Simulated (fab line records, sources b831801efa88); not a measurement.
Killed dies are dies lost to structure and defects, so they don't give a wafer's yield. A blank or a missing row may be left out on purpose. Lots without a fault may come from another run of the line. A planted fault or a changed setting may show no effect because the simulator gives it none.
One fault seen from 2 desks | flow sky130 | each desk has only its own numbers; what lay behind them comes last

THE METROLOGY DESK
What the gauges read, lot by lot, whatever tool the lot ran on: means of the sampled wafers that have a number. A lot is out of limits, marked OUT, if its mean lies more than 4 standard deviations from the usual mean; the brackets give that distance.
Columns: A = VIA1_BOW at SKY_VIA1_BOW_MEAS_03, usual 82 um; B = cd_nm at SKY_METAL2_CD_MEAS_15, usual 140.0 nm; C = METAL2_OVL at SKY_METAL2_OVL_MEAS_16, usual -1 nm
lot  | first seen here | A  | B     | C
L538 | day 32 20:39    | 91 | 137.7 | -2
L539 | day 32 23:14    | 81 | 141.3 | 2
L544 | day 34 20:19    | 75 | 140.1 | 0
L545 | day 35 08:09    | 82 | 140.7 | 3
L546 | day 35 10:28    | 78 | 136.8 | 3
L547 | day 36 00:22    | 83 | 141.2 | 6
L549 | day 36 08:58    | 78 | 135.0 | 3
L548 | day 36 09:56    | 75 | 133.9 | -4
L555 | day 38 09:32    | 92 | 139.9 | 0
L556 | day 38 15:46    | 79 | 139.1 | -14
L559 | day 39 10:32    | 74 | 138.7 | -4
L561 | day 40 15:30    | 79 | 142.4 | -3
This desk's finding: nothing out of limits on any of the 12 lots.

THE TOOL OWNER'S DESK: litho_track-04
The tool's own readings at SKY_METAL2_DEVELOP_14 (develop time 60 s): means of the sampled wafers that have a number, for each lot that ran on this tool. A lot is out of limits, marked OUT, if its mean lies more than 4 standard deviations from the usual mean; the brackets give that distance.
Columns: A = developer_temp_C at SKY_METAL2_DEVELOP_14, usual 20.99 C
lot  | first seen here | A
L538 | day 35 02:00    | 21.10
L545 | day 37 14:00    | 20.89
L546 | day 37 15:00    | 20.76
L549 | day 38 14:00    | 20.98
L548 | day 38 15:00    | 21.07
L559 | day 41 12:00    | 21.09
L561 | day 42 16:00    | 21.00
This desk's finding: nothing out of limits on any of the 7 lots.

PUT TOGETHER
The metrology desk saw nothing out of limits.
The tool owner's desk saw nothing out of limits.

WHAT THE SIMULATOR HAD PUT IN
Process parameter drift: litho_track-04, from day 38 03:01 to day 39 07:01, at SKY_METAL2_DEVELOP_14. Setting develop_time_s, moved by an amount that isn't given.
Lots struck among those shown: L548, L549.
